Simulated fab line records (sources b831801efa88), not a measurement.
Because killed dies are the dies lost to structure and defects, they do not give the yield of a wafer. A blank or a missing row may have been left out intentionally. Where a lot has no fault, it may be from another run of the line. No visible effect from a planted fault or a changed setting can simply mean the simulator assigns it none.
The tool behind it: which one? :: flow sky130 :: Sampling: 24 lots, 72 wafers, 6 of 708 route steps

WHAT EACH GAUGE READ, for each wafer
The record holds no reading of a measuring or inspecting step that can be judged against a usual standard deviation.

EACH LOT AND THE TOOL THAT RAN IT (in order: tool; ch and the chambers of the sampled wafers; start)
lot: L074
SKY_LI_CONTACT_STRIP_16: plasma asher-04 ch 0,1, day 28 15:13
SKY_LOCAL_INTERCONNECT_METAL_ETCH_14: rie metal-01 ch 0,1, day 29 21:57
SKY_METAL1_SPUTTER_02: pvd sputter-02, day 31 03:46
SKY_METAL1_SPUTTER_03: pvd sputter-02, day 31 03:47
SKY_METAL1_DESCUM_17: rie metal-02 ch 0,1, day 32 07:14
SKY_VIA2_ETCH_15: rie diel-01 ch 1,2,3, day 35 20:23

lot: L075
SKY_LI_CONTACT_STRIP_16: plasma asher-02 ch 0,1, day 28 17:18
SKY_LOCAL_INTERCONNECT_METAL_ETCH_14: rie metal-02 ch 0,1, day 29 23:48
SKY_METAL1_SPUTTER_02: pvd sputter-02, day 31 06:35
SKY_METAL1_SPUTTER_03: pvd sputter-02, day 31 06:37
SKY_METAL1_DESCUM_17: rie metal-04 ch 0,1, day 32 10:33
SKY_VIA2_ETCH_15: rie diel-04 ch 1,2, day 35 22:38

lot: L076
SKY_LI_CONTACT_STRIP_16: plasma asher-03 ch 0,1, day 29 08:35
SKY_LOCAL_INTERCONNECT_METAL_ETCH_14: rie metal-03 ch 0,1, day 30 14:17
SKY_METAL1_SPUTTER_02: pvd sputter-01, day 31 19:54
SKY_METAL1_SPUTTER_03: pvd sputter-01, day 31 19:55
SKY_METAL1_DESCUM_17: rie metal-04 ch 0,1, day 32 23:44
SKY_VIA2_ETCH_15: rie diel-04 ch 2,3, day 36 10:20

lot: L077
SKY_LI_CONTACT_STRIP_16: plasma asher-03 ch 0,1, day 29 15:58
SKY_LOCAL_INTERCONNECT_METAL_ETCH_14: rie metal-01 ch 0,1, day 30 20:59
SKY_METAL1_SPUTTER_02: pvd sputter-02, day 32 03:14
SKY_METAL1_SPUTTER_03: pvd sputter-02, day 32 03:16
SKY_METAL1_DESCUM_17: rie metal-02 ch 0,1, day 33 07:35
SKY_VIA2_ETCH_15: rie diel-03 ch 1,2,3, day 36 19:44

lot: L078
SKY_LI_CONTACT_STRIP_16: plasma asher-04 ch 0,1, day 29 22:37
SKY_LOCAL_INTERCONNECT_METAL_ETCH_14: rie metal-01 ch 0,1, day 31 04:08
SKY_METAL1_SPUTTER_02: pvd sputter-01, day 32 10:08
SKY_METAL1_SPUTTER_03: pvd sputter-01, day 32 10:10
SKY_METAL1_DESCUM_17: rie metal-04 ch 0,1, day 33 13:06
SKY_VIA2_ETCH_15: rie diel-01 ch 1,2,3, day 37 00:44

lot: L079
SKY_LI_CONTACT_STRIP_16: plasma asher-04 ch 0,1, day 30 18:31
SKY_LOCAL_INTERCONNECT_METAL_ETCH_14: rie metal-02 ch 0,1, day 31 22:41
SKY_METAL1_SPUTTER_02: pvd sputter-03, day 33 05:05
SKY_METAL1_SPUTTER_03: pvd sputter-03, day 33 05:06
SKY_METAL1_DESCUM_17: rie metal-03 ch 0, day 34 08:26
SKY_VIA2_ETCH_15: rie diel-01 ch 0,1, day 37 19:41

lot: L080
SKY_LI_CONTACT_STRIP_16: plasma asher-04 ch 0,1, day 31 01:49
SKY_LOCAL_INTERCONNECT_METAL_ETCH_14: rie metal-03 ch 0,1, day 32 06:47
SKY_METAL1_SPUTTER_02: pvd sputter-02, day 33 13:01
SKY_METAL1_SPUTTER_03: pvd sputter-02, day 33 13:02
SKY_METAL1_DESCUM_17: rie metal-03 ch 0,1, day 34 15:25
SKY_VIA2_ETCH_15: rie diel-04 ch 0,1,3, day 38 02:55

lot: L081
SKY_LI_CONTACT_STRIP_16: plasma asher-04 ch 0,1, day 31 04:19
SKY_LOCAL_INTERCONNECT_METAL_ETCH_14: rie metal-03 ch 0,1, day 32 08:53
SKY_METAL1_SPUTTER_02: pvd sputter-01, day 33 14:25
SKY_METAL1_SPUTTER_03: pvd sputter-01, day 33 14:26
SKY_METAL1_DESCUM_17: rie metal-03 ch 0, day 34 17:32
SKY_VIA2_ETCH_15: rie diel-03 ch 1,3, day 38 04:13

lot: L082
SKY_LI_CONTACT_STRIP_16: plasma asher-03 ch 0,1, day 31 17:23
SKY_LOCAL_INTERCONNECT_METAL_ETCH_14: rie metal-01 ch 0,1, day 32 22:32
SKY_METAL1_SPUTTER_02: pvd sputter-02, day 34 04:00
SKY_METAL1_SPUTTER_03: pvd sputter-02, day 34 04:01
SKY_METAL1_DESCUM_17: rie metal-02 ch 0,1, day 35 06:50
SKY_VIA2_ETCH_15: rie diel-04 ch 0,1,2, day 38 16:46

lot: L083
SKY_LI_CONTACT_STRIP_16: plasma asher-02 ch 0,1, day 31 20:23
SKY_LOCAL_INTERCONNECT_METAL_ETCH_14: rie metal-02 ch 1, day 33 00:41
SKY_METAL1_SPUTTER_02: pvd sputter-01, day 34 06:38
SKY_METAL1_SPUTTER_03: pvd sputter-01, day 34 06:40
SKY_METAL1_DESCUM_17: rie metal-02 ch 0,1, day 35 09:50
SKY_VIA2_ETCH_15: rie diel-03 ch 0,2,3, day 38 20:55

lot: L084
SKY_LI_CONTACT_STRIP_16: plasma asher-04 ch 0,1, day 32 11:19
SKY_LOCAL_INTERCONNECT_METAL_ETCH_14: rie metal-03 ch 1, day 33 16:07
SKY_METAL1_SPUTTER_02: pvd sputter-01, day 34 21:26
SKY_METAL1_SPUTTER_03: pvd sputter-01, day 34 21:28
SKY_METAL1_DESCUM_17: rie metal-04 ch 0, day 36 00:38
SKY_VIA2_ETCH_15: rie diel-03 ch 0,1,2, day 39 11:01

lot: L086
SKY_LI_CONTACT_STRIP_16: plasma asher-04 ch 0, day 32 19:16
SKY_LOCAL_INTERCONNECT_METAL_ETCH_14: rie metal-03 ch 0,1, day 33 23:41
SKY_METAL1_SPUTTER_02: pvd sputter-02, day 35 04:38
SKY_METAL1_SPUTTER_03: pvd sputter-02, day 35 04:40
SKY_METAL1_DESCUM_17: rie metal-04 ch 0,1, day 36 08:11
SKY_VIA2_ETCH_15: rie diel-04 ch 0,1, day 39 17:31

lot: L085
SKY_LI_CONTACT_STRIP_16: plasma asher-03 ch 0,1, day 32 23:04
SKY_LOCAL_INTERCONNECT_METAL_ETCH_14: rie metal-01 ch 0,1, day 34 03:13
SKY_METAL1_SPUTTER_02: pvd sputter-03, day 35 08:49
SKY_METAL1_SPUTTER_03: pvd sputter-03, day 35 08:50
SKY_METAL1_DESCUM_17: rie metal-02 ch 0, day 36 10:49
SKY_VIA2_ETCH_15: rie diel-04 ch 1,2, day 39 19:53

lot: L087
SKY_LI_CONTACT_STRIP_16: plasma asher-03 ch 0,1, day 33 07:52
SKY_LOCAL_INTERCONNECT_METAL_ETCH_14: rie metal-03 ch 0,1, day 34 12:11
SKY_METAL1_SPUTTER_02: pvd sputter-02, day 35 17:26
SKY_METAL1_SPUTTER_03: pvd sputter-02, day 35 17:27
SKY_METAL1_DESCUM_17: rie metal-04 ch 0,1, day 36 20:11
SKY_VIA2_ETCH_15: rie diel-04 ch 0,1, day 40 05:46

lot: L088
SKY_LI_CONTACT_STRIP_16: plasma asher-03 ch 0,1, day 33 20:08
SKY_LOCAL_INTERCONNECT_METAL_ETCH_14: rie metal-03 ch 0,1, day 34 23:36
SKY_METAL1_SPUTTER_02: pvd sputter-01, day 36 04:20
SKY_METAL1_SPUTTER_03: pvd sputter-01, day 36 04:22
SKY_METAL1_DESCUM_17: rie metal-04 ch 0,1, day 37 07:38
SKY_VIA2_ETCH_15: rie diel-03 ch 0,1, day 40 15:28

lot: L089
SKY_LI_CONTACT_STRIP_16: plasma asher-02 ch 0,1, day 33 22:22
SKY_LOCAL_INTERCONNECT_METAL_ETCH_14: rie metal-01 ch 1, day 35 01:47
SKY_METAL1_SPUTTER_02: pvd sputter-03, day 36 07:07
SKY_METAL1_SPUTTER_03: pvd sputter-03, day 36 07:08
SKY_METAL1_DESCUM_17: rie metal-02 ch 0, day 37 09:28
SKY_VIA2_ETCH_15: rie diel-01 ch 0,1,3, day 40 17:34

lot: L090
SKY_LI_CONTACT_STRIP_16: plasma asher-03 ch 0,1, day 34 04:42
SKY_LOCAL_INTERCONNECT_METAL_ETCH_14: rie metal-03 ch 0,1, day 35 08:47
SKY_METAL1_SPUTTER_02: pvd sputter-02, day 36 14:20
SKY_METAL1_SPUTTER_03: pvd sputter-02, day 36 14:22
SKY_METAL1_DESCUM_17: rie metal-04 ch 0,1, day 37 16:41
SKY_VIA2_ETCH_15: rie diel-03 ch 1,3, day 41 01:46

lot: L091
SKY_LI_CONTACT_STRIP_16: plasma asher-03 ch 0, day 34 10:25
SKY_LOCAL_INTERCONNECT_METAL_ETCH_14: rie metal-02 ch 0,1, day 35 14:23
SKY_METAL1_SPUTTER_02: pvd sputter-03, day 36 20:17
SKY_METAL1_SPUTTER_03: pvd sputter-03, day 36 20:18
SKY_METAL1_DESCUM_17: rie metal-03 ch 0,1, day 37 21:43
SKY_VIA2_ETCH_15: rie diel-03 ch 1,2, day 41 06:40

lot: L092
SKY_LI_CONTACT_STRIP_16: plasma asher-02 ch 0,1, day 34 19:34
SKY_LOCAL_INTERCONNECT_METAL_ETCH_14: rie metal-02 ch 0, day 35 23:40
SKY_METAL1_SPUTTER_02: pvd sputter-02, day 37 05:32
SKY_METAL1_SPUTTER_03: pvd sputter-02, day 37 05:34
SKY_METAL1_DESCUM_17: rie metal-04 ch 0,1, day 38 07:05
SKY_VIA2_ETCH_15: rie diel-04 ch 0,2,3, day 41 14:08

lot: L093
SKY_LI_CONTACT_STRIP_16: plasma asher-02 ch 0,1, day 36 21:17
SKY_LOCAL_INTERCONNECT_METAL_ETCH_14: rie metal-02 ch 0,1, day 37 23:53
SKY_METAL1_SPUTTER_02: pvd sputter-02, day 39 04:52
SKY_METAL1_SPUTTER_03: pvd sputter-02, day 39 04:54
SKY_METAL1_DESCUM_17: rie metal-02 ch 0,1, day 40 07:01
SKY_VIA2_ETCH_15: rie diel-03 ch 0,3, day 43 11:32

lot: L097
SKY_LI_CONTACT_STRIP_16: plasma asher-04 ch 0,1, day 36 21:28
SKY_LOCAL_INTERCONNECT_METAL_ETCH_14: rie metal-01 ch 0,1, day 38 00:25
SKY_METAL1_SPUTTER_02: pvd sputter-01, day 39 05:24
SKY_METAL1_SPUTTER_03: pvd sputter-01, day 39 05:25
SKY_METAL1_DESCUM_17: rie metal-03 ch 0,1, day 40 07:05
SKY_VIA2_ETCH_15: rie diel-04 ch 0,1,3, day 43 11:52

lot: L094
SKY_LI_CONTACT_STRIP_16: plasma asher-04 ch 0,1, day 37 00:28
SKY_LOCAL_INTERCONNECT_METAL_ETCH_14: rie metal-01 ch 0,1, day 38 03:35
SKY_METAL1_SPUTTER_02: pvd sputter-01, day 39 07:31
SKY_METAL1_SPUTTER_03: pvd sputter-01, day 39 07:32
SKY_METAL1_DESCUM_17: rie metal-04 ch 0,1, day 40 09:13
SKY_VIA2_ETCH_15: rie diel-01 ch 0,1,2, day 43 13:56

lot: L096
SKY_LI_CONTACT_STRIP_16: plasma asher-03 ch 0,1, day 37 02:07
SKY_LOCAL_INTERCONNECT_METAL_ETCH_14: rie metal-01 ch 0,1, day 38 05:20
SKY_METAL1_SPUTTER_02: pvd sputter-01, day 39 08:46
SKY_METAL1_SPUTTER_03: pvd sputter-01, day 39 08:47
SKY_METAL1_DESCUM_17: rie metal-03 ch 0,1, day 40 10:05
SKY_VIA2_ETCH_15: rie diel-04 ch 0,2,3, day 43 14:17

lot: L095
SKY_LI_CONTACT_STRIP_16: plasma asher-04 ch 0,1, day 37 04:56
SKY_LOCAL_INTERCONNECT_METAL_ETCH_14: rie metal-01 ch 0,1, day 38 07:31
SKY_METAL1_SPUTTER_02: pvd sputter-01, day 39 11:03
SKY_METAL1_SPUTTER_03: pvd sputter-01, day 39 11:04
SKY_METAL1_DESCUM_17: rie metal-02 ch 1, day 40 12:20
SKY_VIA2_ETCH_15: rie diel-01 ch 0,1,2, day 43 16:40
- SKY_LI_CONTACT_STRIP_16: strips in O2/N2.
- SKY_LOCAL_INTERCONNECT_METAL_ETCH_14: etches TiN in Cl2/BCl3, stops on PSG, target depth 110 nm, time 31.4 s.
- SKY_METAL1_SPUTTER_02: material AlCu, target thk 250 nm, time 13.3 s.
- SKY_METAL1_SPUTTER_03: material Ti, target thk 5 nm, time 3.3 s.
- SKY_METAL1_DESCUM_17: chemistry O2, time 8 s.
- SKY_VIA2_ETCH_15: etches SiO2 in C4F8/O2/Ar, stops on TiN, target depth 546 nm, time 84 s.

WHAT THE TOOLS THEMSELVES READ (means of the sampled wafers that have a number; where no wafer has one, the mark that the record gives instead)
SKY_LI_CONTACT_STRIP_16. Usual: drypump motor current A 5.7 A, standard deviation 0.38; oes product au 0.375 a.u., standard deviation 0.0051; strip time to endpoint s 3.487 s, standard deviation 0.028.
lot: L074
tool: plasma asher-04
drypump motor current A (A): 5.9
oes product au (a.u.): 0.375
strip time to endpoint s (s): 3.492
flag: 

lot: L075
tool: plasma asher-02
drypump motor current A (A): 6.1
oes product au (a.u.): 0.375
strip time to endpoint s (s): 3.500
flag: 

lot: L076
tool: plasma asher-03
drypump motor current A (A): 5.5
oes product au (a.u.): 0.379
strip time to endpoint s (s): 3.515
flag: 

lot: L077
tool: plasma asher-03
drypump motor current A (A): 5.3
oes product au (a.u.): 0.379
strip time to endpoint s (s): 3.510
flag: 

lot: L078
tool: plasma asher-04
drypump motor current A (A): 5.8
oes product au (a.u.): 0.380
strip time to endpoint s (s): 3.493
flag: 

lot: L079
tool: plasma asher-04
drypump motor current A (A): 5.9
oes product au (a.u.): 0.375
strip time to endpoint s (s): 3.467
flag: 

lot: L080
tool: plasma asher-04
drypump motor current A (A): 5.9
oes product au (a.u.): 0.373
strip time to endpoint s (s): 3.499
flag: 

lot: L081
tool: plasma asher-04
drypump motor current A (A): 5.9
oes product au (a.u.): 0.379
strip time to endpoint s (s): 3.465
flag: 

lot: L082
tool: plasma asher-03
drypump motor current A (A): 5.2
oes product au (a.u.): 0.377
strip time to endpoint s (s): 3.505
flag: 

lot: L083
tool: plasma asher-02
drypump motor current A (A): 5.9
oes product au (a.u.): 0.373
strip time to endpoint s (s): 3.479
flag: 

lot: L084
tool: plasma asher-04
drypump motor current A (A): 5.9
oes product au (a.u.): 0.379
strip time to endpoint s (s): 3.507
flag: 

lot: L086
tool: plasma asher-04
drypump motor current A (A): 6.0
oes product au (a.u.): 0.372
strip time to endpoint s (s): 3.489
flag: 

lot: L085
tool: plasma asher-03
drypump motor current A (A): 5.5
oes product au (a.u.): 0.378
strip time to endpoint s (s): 3.505
flag: 

lot: L087
tool: plasma asher-03
drypump motor current A (A): 5.5
oes product au (a.u.): 0.375
strip time to endpoint s (s): 3.483
flag: 

lot: L088
tool: plasma asher-03
drypump motor current A (A): 5.2
oes product au (a.u.): 0.376
strip time to endpoint s (s): 3.509
flag: 

lot: L089
tool: plasma asher-02
drypump motor current A (A): 6.2
oes product au (a.u.): 0.372
strip time to endpoint s (s): 3.521
flag: 

lot: L090
tool: plasma asher-03
drypump motor current A (A): 5.5
oes product au (a.u.): 0.373
strip time to endpoint s (s): 3.454
flag: 

lot: L091
tool: plasma asher-03
drypump motor current A (A): 5.1
oes product au (a.u.): 0.375
strip time to endpoint s (s): 3.477
flag: 

lot: L092
tool: plasma asher-02
drypump motor current A (A): 6.2
oes product au (a.u.): 0.372
strip time to endpoint s (s): 3.443
flag: 

lot: L093
tool: plasma asher-02
drypump motor current A (A): 6.1
oes product au (a.u.): 0.379
strip time to endpoint s (s): 3.459
flag: 

lot: L097
tool: plasma asher-04
drypump motor current A (A): 5.9
oes product au (a.u.): 0.377
strip time to endpoint s (s): 3.486
flag: 

lot: L094
tool: plasma asher-04
drypump motor current A (A): 5.9
oes product au (a.u.): 0.375
strip time to endpoint s (s): 3.463
flag: 

lot: L096
tool: plasma asher-03
drypump motor current A (A): 5.5
oes product au (a.u.): 0.375
strip time to endpoint s (s): 3.510
flag: 

lot: L095
tool: plasma asher-04
drypump motor current A (A): 5.9
oes product au (a.u.): 0.373
strip time to endpoint s (s): 3.496
flag: 

SKY_LOCAL_INTERCONNECT_METAL_ETCH_14. Usual: drypump motor current A 5.9 A, standard deviation 0.44; he backside leak sccm 3.47 sccm, standard deviation 0.22; oes product au 0.943 a.u., standard deviation 0.0076; throttle valve pct 21.900 %, standard deviation 0.01.
lot: L074
tool: rie metal-01
drypump motor current A (A): 5.9
he backside leak sccm (sccm): 3.41
oes product au (a.u.): 0.943
throttle valve pct (%): 21.899
flag: 

lot: L075
tool: rie metal-02
drypump motor current A (A): 6.3
he backside leak sccm (sccm): 3.37
oes product au (a.u.): 0.940
throttle valve pct (%): 21.901
flag: 

lot: L076
tool: rie metal-03
drypump motor current A (A): 5.8
he backside leak sccm (sccm): 3.50
oes product au (a.u.): 0.950
throttle valve pct (%): 21.894
flag: 

lot: L077
tool: rie metal-01
drypump motor current A (A): 5.9
he backside leak sccm (sccm): 3.40
oes product au (a.u.): 0.950
throttle valve pct (%): 21.889
flag: 

lot: L078
tool: rie metal-01
drypump motor current A (A): 5.9
he backside leak sccm (sccm): 3.57
oes product au (a.u.): 0.944
throttle valve pct (%): 21.901
flag: 

lot: L079
tool: rie metal-02
drypump motor current A (A): 6.0
he backside leak sccm (sccm): 3.46
oes product au (a.u.): 0.945
throttle valve pct (%): 21.886
flag: 

lot: L080
tool: rie metal-03
drypump motor current A (A): 5.5
he backside leak sccm (sccm): 3.37
oes product au (a.u.): 0.935
throttle valve pct (%): 21.910
flag: 

lot: L081
tool: rie metal-03
drypump motor current A (A): 5.5
he backside leak sccm (sccm): 3.47
oes product au (a.u.): 0.941
throttle valve pct (%): 21.899
flag: 

lot: L082
tool: rie metal-01
drypump motor current A (A): 5.7
he backside leak sccm (sccm): 3.51
oes product au (a.u.): 0.940
throttle valve pct (%): 21.911
flag: 

lot: L083
tool: rie metal-02
drypump motor current A (A): 5.8
he backside leak sccm (sccm): 3.40
oes product au (a.u.): 0.939
throttle valve pct (%): 21.910
flag: 

lot: L084
tool: rie metal-03
drypump motor current A (A): 6.2
he backside leak sccm (sccm): 3.52
oes product au (a.u.): 0.948
throttle valve pct (%): 21.894
flag: 

lot: L086
tool: rie metal-03
drypump motor current A (A): 5.5
he backside leak sccm (sccm): 3.46
oes product au (a.u.): 0.939
throttle valve pct (%): 21.897
flag: 

lot: L085
tool: rie metal-01
drypump motor current A (A): 5.9
he backside leak sccm (sccm): 3.44
oes product au (a.u.): 0.947
throttle valve pct (%): 21.901
flag: 

lot: L087
tool: rie metal-03
drypump motor current A (A): 5.5
he backside leak sccm (sccm): 3.33
oes product au (a.u.): 0.933
throttle valve pct (%): 21.909
flag: 

lot: L088
tool: rie metal-03
drypump motor current A (A): 5.8
he backside leak sccm (sccm): 3.42
oes product au (a.u.): 0.944
throttle valve pct (%): 21.901
flag: 

lot: L089
tool: rie metal-01
drypump motor current A (A): 5.5
he backside leak sccm (sccm): 3.50
oes product au (a.u.): 0.940
throttle valve pct (%): 21.907
flag: 

lot: L090
tool: rie metal-03
drypump motor current A (A): 5.8
he backside leak sccm (sccm): 3.44
oes product au (a.u.): 0.952
throttle valve pct (%): 21.887
flag: 

lot: L091
tool: rie metal-02
drypump motor current A (A): 6.0
he backside leak sccm (sccm): 3.43
oes product au (a.u.): 0.939
throttle valve pct (%): 21.902
flag: 

lot: L092
tool: rie metal-02
drypump motor current A (A): 6.5
he backside leak sccm (sccm): 3.46
oes product au (a.u.): 0.940
throttle valve pct (%): 21.898
flag: 

lot: L093
tool: rie metal-02
drypump motor current A (A): 6.0
he backside leak sccm (sccm): 3.35
oes product au (a.u.): 0.933
throttle valve pct (%): 21.905
flag: 

lot: L097
tool: rie metal-01
drypump motor current A (A): 5.7
he backside leak sccm (sccm): 3.54
oes product au (a.u.): 0.940
throttle valve pct (%): 21.897
flag: 

lot: L094
tool: rie metal-01
drypump motor current A (A): 5.9
he backside leak sccm (sccm): 3.49
oes product au (a.u.): 0.945
throttle valve pct (%): 21.899
flag: 

lot: L096
tool: rie metal-01
drypump motor current A (A): 5.9
he backside leak sccm (sccm): 3.43
oes product au (a.u.): 0.952
throttle valve pct (%): 21.901
flag: 

lot: L095
tool: rie metal-01
drypump motor current A (A): 5.9
he backside leak sccm (sccm): 3.44
oes product au (a.u.): 0.946
throttle valve pct (%): 21.900
flag: 

SKY_METAL1_SPUTTER_02. Usual: throttle valve pct reads 30.2 % (standard deviation 1.1).
lot: L074
tool: pvd sputter-02
throttle valve pct (%): 29.9
flag: 

lot: L075
tool: pvd sputter-02
throttle valve pct (%): 29.8
flag: 

lot: L076
tool: pvd sputter-01
throttle valve pct (%): 30.9
flag: 

lot: L077
tool: pvd sputter-02
throttle valve pct (%): 29.2
flag: 

lot: L078
tool: pvd sputter-01
throttle valve pct (%): 30.9
flag: 

lot: L079
tool: pvd sputter-03
throttle valve pct (%): 30.5
flag: 

lot: L080
tool: pvd sputter-02
throttle valve pct (%): 30.4
flag: 

lot: L081
tool: pvd sputter-01
throttle valve pct (%): 31.0
flag: 

lot: L082
tool: pvd sputter-02
throttle valve pct (%): 30.4
flag: 

lot: L083
tool: pvd sputter-01
throttle valve pct (%): 30.3
flag: 

lot: L084
tool: pvd sputter-01
throttle valve pct (%): 30.1
flag: 

lot: L086
tool: pvd sputter-02
throttle valve pct (%): 30.8
flag: 

lot: L085
tool: pvd sputter-03
throttle valve pct (%): 30.2
flag: 

lot: L087
tool: pvd sputter-02
throttle valve pct (%): 30.1
flag: 

lot: L088
tool: pvd sputter-01
throttle valve pct (%): 30.9
flag: 

lot: L089
tool: pvd sputter-03
throttle valve pct (%): 30.4
flag: 

lot: L090
tool: pvd sputter-02
throttle valve pct (%): 30.2
flag: 

lot: L091
tool: pvd sputter-03
throttle valve pct (%): 30.3
flag: 

lot: L092
tool: pvd sputter-02
throttle valve pct (%): 29.7
flag: 

lot: L093
tool: pvd sputter-02
throttle valve pct (%): 29.6
flag: 

lot: L097
tool: pvd sputter-01
throttle valve pct (%): 30.5
flag: 

lot: L094
tool: pvd sputter-01
throttle valve pct (%): 30.7
flag: 

lot: L096
tool: pvd sputter-01
throttle valve pct (%): 30.6
flag: 

lot: L095
tool: pvd sputter-01
throttle valve pct (%): 30.7
flag: 

SKY_METAL1_SPUTTER_03. Usual: throttle valve pct reads 30.2 % (standard deviation 1.1).
lot: L074
tool: pvd sputter-02
throttle valve pct (%): 29.9
flag: 

lot: L075
tool: pvd sputter-02
throttle valve pct (%): 29.7
flag: 

lot: L076
tool: pvd sputter-01
throttle valve pct (%): 31.0
flag: 

lot: L077
tool: pvd sputter-02
throttle valve pct (%): 29.1
flag: 

lot: L078
tool: pvd sputter-01
throttle valve pct (%): 30.8
flag: 

lot: L079
tool: pvd sputter-03
throttle valve pct (%): 30.5
flag: 

lot: L080
tool: pvd sputter-02
throttle valve pct (%): 30.1
flag: 

lot: L081
tool: pvd sputter-01
throttle valve pct (%): 30.9
flag: 

lot: L082
tool: pvd sputter-02
throttle valve pct (%): 30.4
flag: 

lot: L083
tool: pvd sputter-01
throttle valve pct (%): 30.2
flag: 

lot: L084
tool: pvd sputter-01
throttle valve pct (%): 30.2
flag: 

lot: L086
tool: pvd sputter-02
throttle valve pct (%): 30.7
flag: 

lot: L085
tool: pvd sputter-03
throttle valve pct (%): 30.2
flag: 

lot: L087
tool: pvd sputter-02
throttle valve pct (%): 30.4
flag: 

lot: L088
tool: pvd sputter-01
throttle valve pct (%): 30.9
flag: 

lot: L089
tool: pvd sputter-03
throttle valve pct (%): 30.4
flag: 

lot: L090
tool: pvd sputter-02
throttle valve pct (%): 30.2
flag: 

lot: L091
tool: pvd sputter-03
throttle valve pct (%): 30.2
flag: 

lot: L092
tool: pvd sputter-02
throttle valve pct (%): 29.7
flag: 

lot: L093
tool: pvd sputter-02
throttle valve pct (%): 29.8
flag: 

lot: L097
tool: pvd sputter-01
throttle valve pct (%): 30.5
flag: 

lot: L094
tool: pvd sputter-01
throttle valve pct (%): 30.6
flag: 

lot: L096
tool: pvd sputter-01
throttle valve pct (%): 30.7
flag: 

lot: L095
tool: pvd sputter-01
throttle valve pct (%): 30.7
flag: 

SKY_METAL1_DESCUM_17. Usual: drypump motor current A 5.6 A, standard deviation 0.58; he backside leak sccm 3.5 sccm, standard deviation 0.33; oes product au 1.006 a.u., standard deviation 0.012.
lot: L074
tool: rie metal-02
drypump motor current A (A): 6.0
he backside leak sccm (sccm): 3.6
oes product au (a.u.): 1.002
flag: 

lot: L075
tool: rie metal-04
drypump motor current A (A): 5.1
he backside leak sccm (sccm): 3.4
oes product au (a.u.): 1.018
flag: 

lot: L076
tool: rie metal-04
drypump motor current A (A): 5.1
he backside leak sccm (sccm): 3.3
oes product au (a.u.): 1.008
flag: 

lot: L077
tool: rie metal-02
drypump motor current A (A): 6.3
he backside leak sccm (sccm): 3.3
oes product au (a.u.): 1.005
flag: 

lot: L078
tool: rie metal-04
drypump motor current A (A): 5.0
he backside leak sccm (sccm): 3.3
oes product au (a.u.): 1.011
flag: 

lot: L079
tool: rie metal-03
drypump motor current A (A): 5.1
he backside leak sccm (sccm): 3.4
oes product au (a.u.): 0.986
flag: 

lot: L080
tool: rie metal-03
drypump motor current A (A): 5.8
he backside leak sccm (sccm): 3.4
oes product au (a.u.): 1.000
flag: 

lot: L081
tool: rie metal-03
drypump motor current A (A): 5.1
he backside leak sccm (sccm): 3.5
oes product au (a.u.): 0.979
flag: 

lot: L082
tool: rie metal-02
drypump motor current A (A): 6.3
he backside leak sccm (sccm): 3.5
oes product au (a.u.): 1.003
flag: 

lot: L083
tool: rie metal-02
drypump motor current A (A): 6.0
he backside leak sccm (sccm): 3.5
oes product au (a.u.): 1.001
flag: 

lot: L084
tool: rie metal-04
drypump motor current A (A): 5.0
he backside leak sccm (sccm): 3.1
oes product au (a.u.): 1.008
flag: 

lot: L086
tool: rie metal-04
drypump motor current A (A): 5.0
he backside leak sccm (sccm): 3.3
oes product au (a.u.): 1.004
flag: 

lot: L085
tool: rie metal-02
drypump motor current A (A): 6.5
he backside leak sccm (sccm): 3.6
oes product au (a.u.): 1.006
flag: 

lot: L087
tool: rie metal-04
drypump motor current A (A): 5.1
he backside leak sccm (sccm): 3.5
oes product au (a.u.): 1.007
flag: 

lot: L088
tool: rie metal-04
drypump motor current A (A): 5.1
he backside leak sccm (sccm): 3.4
oes product au (a.u.): 1.013
flag: 

lot: L089
tool: rie metal-02
drypump motor current A (A): 6.5
he backside leak sccm (sccm): 3.7
oes product au (a.u.): 0.995
flag: 

lot: L090
tool: rie metal-04
drypump motor current A (A): 5.1
he backside leak sccm (sccm): 3.5
oes product au (a.u.): 1.022
flag: 

lot: L091
tool: rie metal-03
drypump motor current A (A): 5.5
he backside leak sccm (sccm): 3.4
oes product au (a.u.): 1.004
flag: 

lot: L092
tool: rie metal-04
drypump motor current A (A): 5.1
he backside leak sccm (sccm): 3.3
oes product au (a.u.): 1.011
flag: 

lot: L093
tool: rie metal-02
drypump motor current A (A): 6.0
he backside leak sccm (sccm): 3.6
oes product au (a.u.): 1.003
flag: 

lot: L097
tool: rie metal-03
drypump motor current A (A): 5.5
he backside leak sccm (sccm): 3.5
oes product au (a.u.): 0.990
flag: 

lot: L094
tool: rie metal-04
drypump motor current A (A): 5.1
he backside leak sccm (sccm): 3.5
oes product au (a.u.): 1.008
flag: 

lot: L096
tool: rie metal-03
drypump motor current A (A): 5.8
he backside leak sccm (sccm): 3.5
oes product au (a.u.): 0.998
flag: 

lot: L095
tool: rie metal-02
drypump motor current A (A): 5.8
he backside leak sccm (sccm): 3.4
oes product au (a.u.): 0.994
flag: 

SKY_VIA2_ETCH_15. Usual: oes product au reads 0.939 a.u. (standard deviation 0.0044).
lot: L074
tool: rie diel-01
oes product au (a.u.): 0.938
flag: 

lot: L075
tool: rie diel-04
oes product au (a.u.): 0.939
flag: 

lot: L076
tool: rie diel-04
oes product au (a.u.): 0.938
flag: 

lot: L077
tool: rie diel-03
oes product au (a.u.): 0.940
flag: 

lot: L078
tool: rie diel-01
oes product au (a.u.): 0.941
flag: 

lot: L079
tool: rie diel-01
oes product au (a.u.): 0.941
flag: 

lot: L080
tool: rie diel-04
oes product au (a.u.): 0.942
flag: 

lot: L081
tool: rie diel-03
oes product au (a.u.): 0.940
flag: 

lot: L082
tool: rie diel-04
oes product au (a.u.): 0.935
flag: 

lot: L083
tool: rie diel-03
oes product au (a.u.): 0.942
flag: 

lot: L084
tool: rie diel-03
oes product au (a.u.): 0.940
flag: 

lot: L086
tool: rie diel-04
oes product au (a.u.): 0.939
flag: 

lot: L085
tool: rie diel-04
oes product au (a.u.): 0.940
flag: 

lot: L087
tool: rie diel-04
oes product au (a.u.): 0.939
flag: 

lot: L088
tool: rie diel-03
oes product au (a.u.): 0.941
flag: 

lot: L089
tool: rie diel-01
oes product au (a.u.): 0.939
flag: 

lot: L090
tool: rie diel-03
oes product au (a.u.): 0.940
flag: 

lot: L091
tool: rie diel-03
oes product au (a.u.): 0.937
flag: 

lot: L092
tool: rie diel-04
oes product au (a.u.): 0.937
flag: 

lot: L093
tool: rie diel-03
oes product au (a.u.): 0.941
flag: 

lot: L097
tool: rie diel-04
oes product au (a.u.): 0.938
flag: 

lot: L094
tool: rie diel-01
oes product au (a.u.): 0.934
flag: 

lot: L096
tool: rie diel-04
oes product au (a.u.): 0.939
flag: 

lot: L095
tool: rie diel-01
oes product au (a.u.): 0.940
flag: 

THE ANSWER, worked out from the rows above alone
Rule: a lot is off if the mean of its wafers that have a number lies more than 3 standard deviations from the usual mean. Also off: a lot with no number at a reading for which 4 or more lots have one. Where the step has rows for the other lots, those lots are counted as sound. Order of review: gauges by route order, followed by the tools' own readings, for which a lot's mean as printed above is used. The first step at which some lot is off is used, and at that step the reading that is off furthest; a lot without a number counts as furthest.
Across all readings shown, no lot is off: no conclusion can be drawn from this.

WHAT WAS PUT IN BY THE SIMULATOR
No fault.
